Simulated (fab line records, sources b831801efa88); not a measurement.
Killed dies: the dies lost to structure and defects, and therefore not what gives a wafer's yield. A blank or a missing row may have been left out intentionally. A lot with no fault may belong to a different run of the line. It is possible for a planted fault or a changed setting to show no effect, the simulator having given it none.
Comparing a struck lot with a sound one ; flow sky130 ; 17 steps out of a route of 708
Sound: wafers L848.1, L848.2, L848.5. The struck wafers were L835.3, L835.4, L835.6. At the end, the cause is stated.
Each step with rows lists, per side, the tool, then ch with its chambers, then its first start. Under that, the readings that differ: sound wafers ; struck wafers ; difference of the means ; sigmas: that difference in standard deviations of wafers without a fault.
alike: words and numbers the same on both sides, and readings whose means are apart by under 2 such deviations; not compared: readings that were withheld, readings missing a value for some wafer, numbers with overlapping values and no deviation given by the record, and bounds like >300 which may hide the same value.
The two part at a step that has a row with sigmas, a row that says differs or no value, or rows on one side only. Numbers that have no deviation but don't overlap get no sigmas and don't part them. Lack of a reading on every wafer of one side parts them only where that side has two or more wafers.

SKY_LDD_HVN_OVL_MEAS_07:
  sound on overlay-01 at day 27 15:49; struck on overlay-02 at day 22 21:23
  alike: LDD_HVN_OVL
after that, 1 step had no rows for these wafers: SKY_LDD_HVN_IMPLANT_08.
SKY_LDD_HVN_STRIP_09: strips in O2/N2.
  sound on plasma-asher-01 ch 0,1, day 27 16:01; struck on plasma-asher-01 ch 0,1, day 22 21:36
  alike: chamber-pressure-mTorr, drypump-motor-current-A, oes-product-au, strip-time-to-endpoint-s
  not compared: rf-hours-counter-h
SKY_LDD_HVN_TW_MEAS_10:
  sound on film-metro-01 at day 27 16:07; struck on film-metro-02 at day 22 21:41
  alike: LDD_HVN_TW
then, 7 steps without rows for these wafers: SKY_LDD_HVP_DEHYDRATE_00 (time 60 s); SKY_LDD_HVP_HMDS_01 (prime time 60 s); SKY_LDD_HVP_COAT_02 (resist thk 300 nm); SKY_LDD_HVP_SOFTBAKE_03 (time 60 s); SKY_LDD_HVP_EXPOSE_04 (exposes mask HVPTM, target cd 700 nm); SKY_LDD_HVP_PEB_05; SKY_LDD_HVP_DEVELOP_06 (develop time 60 s).
SKY_LDD_HVP_OVL_MEAS_07:
  sound on overlay-02 at day 28 20:10; struck on overlay-01 at day 24 03:34
  alike: LDD_HVP_OVL
SKY_LDD_HVP_IMPLANT_08:
  sound on implanter-01 ch 0, day 28 20:13; struck on implanter-01 ch 0, day 24 03:57
SKY_LDD_HVP_STRIP_09: strips in O2/N2.
  sound on plasma-asher-02 ch 0,1, day 28 20:22; struck on plasma-asher-04 ch 0,1, day 24 04:05
reading;sound;struck;difference;sigmas
drypump-motor-current-A (A);6.4 6.3 6.3;5.1 5.1 5.1;-1.2;-2
strip-time-to-endpoint-s (s);4.131 4.156 4.144;4.088 4.120 4.120;-0.034;-2
  alike: chamber-pressure-mTorr, oes-product-au
  not compared: rf-hours-counter-h
SKY_LDD_HVP_TW_MEAS_10:
  sound on film-metro-01 at day 28 20:28; struck on film-metro-01 at day 24 04:10
reading;sound;struck;difference;sigmas
LDD_HVP_TW;462 463 462;575 572 574;+111;+32
then, 1 step without rows for these wafers: SKY_LDD_LDN_DEHYDRATE_00 (time 60 s).
-- a jump in the record: the struck wafers' starts before and after are 23 days apart (it breaks off in module LDD_LDN and resumes in module PAD_OPEN, where the first step shown is number 708 of the route) --
SKY_PAD_OPEN_PROBE_99:
  sound on prober-01 at day 50 15:07; struck on prober-02 at day 47 15:56
reading;sound;struck;difference;sigmas
model.etest.tip_p_5v.rs-ohm-sq;2848 2857 2870;1746 1752 1748;-1110;
model.etest.pfet-g5v0d10v5.r-on-ohm-um;4777 4788 4782;4392 4352 4431;-391;
model.etest.pfet-g5v0d10v5.drive-ua-um;338.8 338.7 339.8;368 373 367;+30;
model.etest.tip_p_5v.rs-ohm-sq-range;62.07 109.2 120.3;46.01 59.45 59.22;-42.30;
model.etest.pfet-g5v0d10v5.off-log10-a-um;-12.68 -12.58 -12.32;-11.2 -11.26 -11.31;+1.3;
model.etest.ring_5v.delay-ps;44.69 44.62 44.72;43.76 43.19 43.64;-1.15;
model.etest.pfet-g5v0d10v5.vt-sat-v (V);-0.6335 -0.6465 -0.6021;-0.5259 -0.5245 -0.5339;+0.0993;
  alike: killed_at_M0_to_M3, killed_at_M4_up, killed-at-contacts, killed-at-front-end, killed-at-other, killed-dies, killed-open, killed-short

WHERE THEY PART
Earliest at SKY_LDD_HVP_STRIP_09; latest, in this record, at SKY_LDD_HVP_TW_MEAS_10. Later steps at which nothing parts them and some readings are alike: SKY_PAD_OPEN_PROBE_99.

WHY: the cause the simulator had injected
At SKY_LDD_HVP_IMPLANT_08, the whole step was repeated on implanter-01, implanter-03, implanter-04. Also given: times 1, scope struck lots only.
